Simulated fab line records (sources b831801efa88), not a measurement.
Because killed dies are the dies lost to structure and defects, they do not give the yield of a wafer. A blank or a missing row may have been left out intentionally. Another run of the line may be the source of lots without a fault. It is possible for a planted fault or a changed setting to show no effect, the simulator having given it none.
fab line records	flow sky130
record lots=7	wafers=21	last-day=49
route steps=708 shown CAPM@548 METAL3@555
lots that met no fault: taken from a fault-free run of the same line
start-h: hours from the record's first day to the start of the lot's first wafer shown	wait-h: how many hours have passed since the lot's step before this one	" as in the row above	L1.1+2: several wafers, shown together as one row	- no value, or no start given	* or withheld: withheld	< > ~ a bound
route shown NAME@n: names a module that has steps shown in the file, with the first one's number in the route	usual: average and standard deviation across the fault-free wafers	same: alike in all rows	chamber/n: place in a boat	sites: each site's reading	_std_site: standard deviation across them	_edge_site: the outer-site mean with the inner-site mean subtracted	radius-mm: how far each site lies from the wafer's centre	mask NAME#n: copy n	behind: the tool/chamber that last shaped the wafer	hold: why the lot went on hold/how many hours it stayed there/how the hold came to an end	device: the n, p or np transistor that did not switch	end of line: the tests these same wafers got at the end of their route	step lacking rows: just its recipe	killed: not the wafer's yield, but the dies lost to structure and defects at the first sort	map: shows each die of a wafer: x if killed, . if not, _ if none is there
set.NAME: setting as actually run; set.NAME@STEP: the setting as run at that earlier step	model.NAME: the simulator's own value behind a step, which no gauge read
lots seen at some steps along the route; tables by step, rows by wafer
services: from which hour (start-h, from the record's first day; less than 0 if before it) a tool's chamber was out of use, for how many hours, and why
## steps
# step SKY_CAPM_DEVELOP_11
# recipe resist=NOVOLAK	developer=TMAH	develop-time-s=60	dev-temp-c=23
# step SKY_CAPM_OVL_MEAS_12
# usual CAPM_OVL=-0.6/1.6
lot.wafer	tool	chamber	start-h	wait-h	CAPM_OVL[nm]
L629.2	overlay-02	-	882.70	0.1	-1.4
L629.3	"	-	"	"	-1.3
L629.5	"	-	"	"	-1.8
L631.3	overlay-02	-	904.73	0.1	0.8
L631.4	"	-	"	"	-0.2
L631.6	"	-	"	"	-0.7
L638.1	overlay-02	-	950.00	0.1	-1.5
L638.3	"	-	"	"	-2.5
L638.6	"	-	"	"	-1.8
L639.1	overlay-02	-	962.87	0.1	1.6
L639.2	"	-	"	"	1.3
L639.6	"	-	"	"	1.3
L642.1	overlay-01	-	986.02	0.1	2.9
L642.2	"	-	"	"	2.3
L642.4	"	-	"	"	0.5
L643.3	overlay-02	-	989.41	0.1	-1.4
L643.4	"	-	"	"	-3.0
L643.5	"	-	"	"	-0.5
L644.1	overlay-02	-	993.68	0.1	-2.7
L644.4	"	-	"	"	-3.2
L644.5	"	-	"	"	-2.4
# step SKY_CAPM_METAL_ETCH_13
# recipe target-depth-nm=220	stop-on=SiO2	chemistry=Cl2/BCl3	target=TiN	pressure-mtorr=10	icp-w=900	bias-w=48.5	Cl2_flow_sccm=60	bcl3-flow-sccm=30	time-s=62.9
# usual drypump-motor-current-A=5.51/0.3	oes-product-au=0.959/0.006	throttle-valve-pct=21.888/0.01
# same time-s=62.9
lot.wafer	tool	chamber	start-h	wait-h	drypump-motor-current-A	oes-product-au	rf-hours-counter-h	throttle-valve-pct
L629.2	rie-metal-04	0	882.73	0.0	5.68	0.958	7	21.874
L629.3	"	1	"	"	6.08	0.959	-	21.891
L629.5	"	1	"	"	6.07	0.970	-	21.892
L631.3	rie-metal-02	0	904.78	0.0	5.33	0.965	-	21.883
L631.4	"	1	"	"	5.38	0.959	-	21.899
L631.6	"	1	"	"	5.35	0.971	-	21.891
L638.1	rie-metal-03	1	950.03	0.0	5.39	0.957	15	21.870
L638.3	"	1	"	"	5.39	0.961	-	21.901
L638.6	"	0	"	"	5.14	0.961	-	21.894
L639.1	rie-metal-04	0	962.90	0.0	5.69	0.953	11	21.903
L639.2	"	1	"	"	6.04	0.953	1	21.883
L639.6	"	0	"	"	5.68	0.960	-	21.888
L642.1	rie-metal-03	1	986.05	0.0	5.39	0.969	16	21.902
L642.2	"	0	"	"	5.14	0.963	8	21.876
L642.4	"	0	"	"	5.13	0.963	-	21.891
L643.3	rie-metal-02	0	989.46	0.0	5.35	0.965	-	21.882
L643.4	"	1	"	"	5.37	0.962	-	21.889
L643.5	"	0	"	"	5.32	0.960	-	21.874
L644.1	rie-metal-02	0	993.71	0.0	5.33	0.963	19	21.890
L644.4	"	1	"	"	5.37	0.958	-	21.905
L644.5	"	1	"	"	5.35	0.977	-	21.891
# step SKY_CAPM_STRIP_14
# recipe chemistry=O2/N2	power-w=1400	pressure-mtorr=1500	platen-temp-c=withheld	o2-flow-sccm=3000	n2-flow-sccm=300	overash-fraction=0.5
# usual drypump-motor-current-A=5.5/0.49	oes-product-au=0.710/0.0049	strip-time-to-endpoint-s=12.67/0.035
lot.wafer	tool	chamber	start-h	wait-h	drypump-motor-current-A	oes-product-au	rf-hours-counter-h	strip-time-to-endpoint-s
L629.2	plasma-asher-01	0	882.81	0.1	4.8	0.703	109	12.63
L629.3	"	0	"	"	4.9	0.705	-	12.68
L629.5	"	1	"	"	6.1	0.703	-	12.67
L631.3	plasma-asher-02	1	904.86	0.1	5.5	0.706	-	12.67
L631.4	"	0	"	"	4.9	0.719	-	12.65
L631.6	"	0	"	"	5.0	0.708	-	12.69
L638.1	plasma-asher-02	0	950.11	0.1	4.9	0.712	52	12.68
L638.3	"	1	"	"	5.5	0.710	-	12.68
L638.6	"	1	"	"	5.5	0.718	-	12.73
L639.1	plasma-asher-01	1	962.98	0.1	6.1	0.706	116	12.62
L639.2	"	0	"	"	4.9	0.711	116	12.65
L639.6	"	1	"	"	6.1	0.702	-	12.63
L642.1	plasma-asher-02	1	986.13	0.1	5.5	0.712	57	12.69
L642.2	"	0	"	"	5.0	0.712	57	12.70
L642.4	"	1	"	"	5.5	0.715	-	12.68
L643.3	plasma-asher-02	0	989.54	0.1	5.0	0.713	-	12.61
L643.4	"	1	"	"	5.6	0.712	-	12.69
L643.5	"	1	"	"	5.5	0.710	-	12.67
L644.1	plasma-asher-02	1	993.79	0.1	5.5	0.706	58	12.63
L644.4	"	0	"	"	4.9	0.710	-	12.67
L644.5	"	1	"	"	5.5	0.709	-	12.64
# step SKY_CAPM_STRIP_15
# recipe chemistry=post-etch-residue-remover	time-s=1200	temp-c=72.5
# step SKY_CAPM_CLEAN_16
# recipe chemistry=IPA	time-s=180	temp-c=25
# step SKY_CAPM_CLEAN_17
# recipe chemistry=O3/DIW	dry=n2-spin
# step SKY_METAL3_DEHYDRATE_05
# recipe temp-c=200	time-s=60
# step SKY_METAL3_HMDS_06
# recipe prime-time-s=60	prime-temp-c=120
# step SKY_METAL3_COAT_07
# recipe resist=BARC	temp-c=withheld	time-s=withheld	spin-rpm=3000	resist-thk-nm=60
# step SKY_METAL3_COAT_08
# recipe resist=KrF-thick	spin-rpm=3000	resist-thk-nm=1140
# step SKY_METAL3_SOFTBAKE_09
# recipe temp-c=100	time-s=90	resist=KrF-thick
# step SKY_METAL3_EXPOSE_10
# recipe mask-id=MM3	na=0.68	source-shape=annular	sigma-inner=0.4	sigma-outer=0.8	target-cd-nm=300	dose-mj=28
# same na=0.68	sigma-inner=0.4
lot.wafer	tool	chamber	start-h	wait-h	mask	model.METAL3.overlay-x-nm
L629.2+3+5	krf-scanner-01	0	896.22	-	MM3#0	0.7248
L631.3+4+6	krf-scanner-01	0	917.59	-	MM3#0	-1.605
L638.1+3+6	krf-scanner-01	0	963.25	-	MM3#0	-0.6282
L639.1+2+6	krf-scanner-01	0	975.57	-	MM3#0	-2.368
L642.1+2+4	krf-scanner-01	0	997.22	-	MM3#0	10.12
L643.3+4+5	krf-scanner-01	0	1000.89	-	MM3#0	12.5
L644.1+4+5	krf-scanner-01	0	1006.55	-	MM3#0	8.317
# step SKY_METAL3_PEB_11
# recipe peb-temp-c=withheld	peb-time-s=withheld	resist=KrF-thick
## services
tool	chamber	start-h	hours	kind
plasma-asher-02	-	862.68	0.5	repair
plasma-asher-01	-	864.83	2.8	pm
krf-scanner-01	0	890.47	-	calibration
krf-scanner-01	-	893.81	0.8	pm
plasma-asher-01	-	905.74	4.1	repair
rie-metal-02	-	911.49	0.7	repair
plasma-asher-01	-	913.01	3.3	repair
rie-metal-04	1	927.99	-	clean
rie-metal-04	1	927.99	14.9	scheduled-down
rie-metal-04	1	927.99	14.9	vent-cycle
krf-scanner-01	-	961.17	1.0	pm
plasma-asher-01	-	969.09	14.6	pm
krf-scanner-01	-	972.98	1.3	pm
rie-metal-02	-	980.57	0.7	repair
## key
first-sign none at tools or gauges
model-effect step=SKY_METAL3_EXPOSE_10	value=METAL3.overlay-x-nm	without=3.371	struck=10.31
met-at SKY_METAL3_EXPOSE_10
struck-wafers L642.1,L642.2,L642.4,L643.3,L643.4,L643.5,L644.1,L644.4,L644.5
sort-left-out L642.1,L642.2,L642.4,L643.3,L643.4,L643.5
onset-between 975.57 997.22
also-fits time
fault kind=scanner-matching-overlay	tool=krf-scanner-01	chamber=-	onset-h=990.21	steps=SKY_METAL3_EXPOSE_10	offset=6.9409
# sort-left-out: the simulated sort isn't trusted on such a fault, so these wafers' sort isn't shown, and their yield isn't known
